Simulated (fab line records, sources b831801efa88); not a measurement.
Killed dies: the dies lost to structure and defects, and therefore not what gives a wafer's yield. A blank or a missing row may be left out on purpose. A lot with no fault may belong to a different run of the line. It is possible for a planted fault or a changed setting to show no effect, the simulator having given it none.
Problem report in the 8D (eight disciplines) form, filled by code    flow sfq-line    the parts of the form that need people (team, actions taken, sign-off) are left out

## 1. WHAT WENT WRONG
Wafers without a fault read 3000.1 rpm, standard deviation 2.2; spin-speed-rpm at SFQ_TRILAYER_M3_LITHO_COAT_075 reads a mean of 2943.6 rpm on 6 wafers belonging to 2 lots. Measured from the usual mean, that is -26 standard deviations.
The step: resist thk 600 nm.
First seen on wafer L445.2, day 37 02:32, on litho-track-02. Wafers with a number at this step in the record: 42, from 14 lots. Rule for "out", or "out of limits": more than 4 standard deviations from the usual mean. The rest of the wafers with a number are treated as sound.

## 2. WHAT IT IS AND WHAT IT IS NOT
question                     is                      is not
which readings at this step  spin-speed-rpm          -
which lots                   L445, L447              L434, L435, L436, L437, L438, L440, L441, L442, L451, L453, L455, L457
which wafers of those lots   all that have a number  -
read on which tools          litho-track-02          litho-track-01, litho-track-04
when                         from day 37 02:32       up to then (24 sound wafers); but 12 sound wafers of L451, L453, L455, L457 came after

## 3. WHAT RULES OUT EACH SUSPECT
Counting: a tool at any process step up to the reading remains a suspect when it ran all the lots that are out and ran no sound lot after the first of those.
- litho-track-02 at SFQ_TRILAYER_M3_LITHO_COAT_075 (resist thk 600 nm): kept. It ran every lot that is out, first L445 (day 37 02:32), and no sound lot after that; its last sound lot up to then is L440 (day 33 14:53). Its own readings are out on those wafers: spin-speed-rpm.
The count leaves litho-track-02 at SFQ_TRILAYER_M3_LITHO_COAT_075.

## 4. THE CAUSE (what the simulator had put in)
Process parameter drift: litho-track-02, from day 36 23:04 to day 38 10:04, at SFQ_TRILAYER_M3_LITHO_COAT_075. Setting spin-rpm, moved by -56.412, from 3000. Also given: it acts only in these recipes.
The count eliminated every tool but this one.

## 5. THE EFFECT CHAIN, in route order
Each row: a reading where the mean over the struck wafers with a number is more than 3 standard deviations away from the usual. Scope: only readings with a usual standard deviation given in the record; hours: median across lots of the time from each lot's start at the first step in this table that gives one to its start at this step; sigmas: change in usual standard deviations.
hours  step                            reading         usual       on struck wafers  change  sigmas
0      SFQ_TRILAYER_M3_LITHO_COAT_075  spin-speed-rpm  3000.1 rpm  2943.6            -56.5   -26
The process steps in it:
- SFQ_TRILAYER_M3_LITHO_COAT_075: resist thk 600 nm.
At these later measuring or inspecting steps, every struck wafer for which the step has a row has a number for every such reading, and none has moved that far: SFQ_I3_BOW_MEAS_922.

## 6. HOW IT WOULD HAVE BEEN CAUGHT EARLIER
3 hours passed between the start of the fault at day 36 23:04 and the first reading out of limits in this record, taken at day 37 02:32.
